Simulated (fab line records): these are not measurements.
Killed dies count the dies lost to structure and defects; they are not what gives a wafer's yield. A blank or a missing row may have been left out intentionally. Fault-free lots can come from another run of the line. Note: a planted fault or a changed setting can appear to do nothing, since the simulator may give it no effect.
Problem report, 8D (eight disciplines) form, completed by code + flow sfq line + the parts of the form that need people (team, actions taken, sign-off) are left out

## 1. THE PROBLEM
At SFQ_TRILAYER_M5_ETCH_METAL_ETCH_126, bias w averages 89.79 W over 6 wafers from 2 lots, while fault-free wafers read 79.96 W, standard deviation 0.23. That is +43 standard deviations from the usual mean.
The step: etches Nb in Cl2/BCl3, stops on SiO2, time 203.2 s, target depth 265 nm.
First observed at day 56 23:22: wafer L652.3, on rie metal-01. At this step, 18 wafers from 6 lots have a number in the record. Rule for "out" (also "out of limits"): further than 4 standard deviations from the usual mean. Any other wafer with a number is counted as sound.

## 2. WHAT IT IS; WHAT IT IS NOT
| question                    | is                     | is not                                                                         |
|-----------------------------|------------------------|--------------------------------------------------------------------------------|
| which readings at this step | bias w                 | drypump motor current A, oes product au                                        |
| which lots                  | L652, L655             | L644, L661, L662, L664                                                         |
| which wafers of those lots  | all that have a number | -                                                                              |
| read on which tools         | rie metal-01           | rie metal-02, rie metal-03                                                     |
| when                        | from day 56 23:22      | up to then (3 sound wafers); but 9 sound wafers of L661, L662, L664 came after |

## 3. SUSPECTS, AND WHAT RULES EACH OUT
Counting: any tool at a process step up to the reading is kept as a suspect provided that every lot that is out went through it and no sound lot did after the first of them.
- rie metal-01 at SFQ_TRILAYER_M5_BARC_OPEN_METAL_ETCH_161 (etches BARC in O2, target depth 125 nm, time 41.7 s): ruled out as a lasting fault. The sound lots L661 went through it after L652, its earliest lot that is out (day 56 23:16).
- rie metal-01 at SFQ_TRILAYER_M5_ETCH_METAL_ETCH_126 (etches Nb in Cl2/BCl3, stops on SiO2, time 203.2 s, target depth 265 nm): ruled out as a lasting fault. The sound lots L661 went through it after L652, its earliest lot that is out (day 56 23:22).
Left after counting: nothing in the record.

## 4. THE CAUSE (what the simulator had put in)
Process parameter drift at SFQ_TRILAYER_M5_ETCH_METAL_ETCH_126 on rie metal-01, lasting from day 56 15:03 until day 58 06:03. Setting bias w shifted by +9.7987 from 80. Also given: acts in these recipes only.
Counting ruled it out, wrongly.

## 5. SEQUENCE OF EFFECTS, ordered by route
Each row: a reading where the mean over the struck wafers with a number is more than 3 standard deviations away from the usual. Only readings for which the record gives a usual standard deviation are gone through. hours: the time from each lot's start at the first step in this table that gives one to its start at this step, as a median over the lots. sigmas: the change in usual standard deviations.
| hours | step                                | reading | usual   | on struck wafers | change | sigmas |
|-------|-------------------------------------|---------|---------|------------------|--------|--------|
| 0     | SFQ_TRILAYER_M5_ETCH_METAL_ETCH_126 | bias w  | 79.96 W | 89.79            | +9.83  | +43    |
Its process steps:
- SFQ_TRILAYER_M5_ETCH_METAL_ETCH_126: etches Nb in Cl2/BCl3, stops on SiO2, time 203.2 s, target depth 265 nm.

## 6. HOW IT WOULD HAVE BEEN CAUGHT EARLIER
First out-of-limits reading in this record: day 56 23:22, which is 8 hours after fault onset at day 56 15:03.
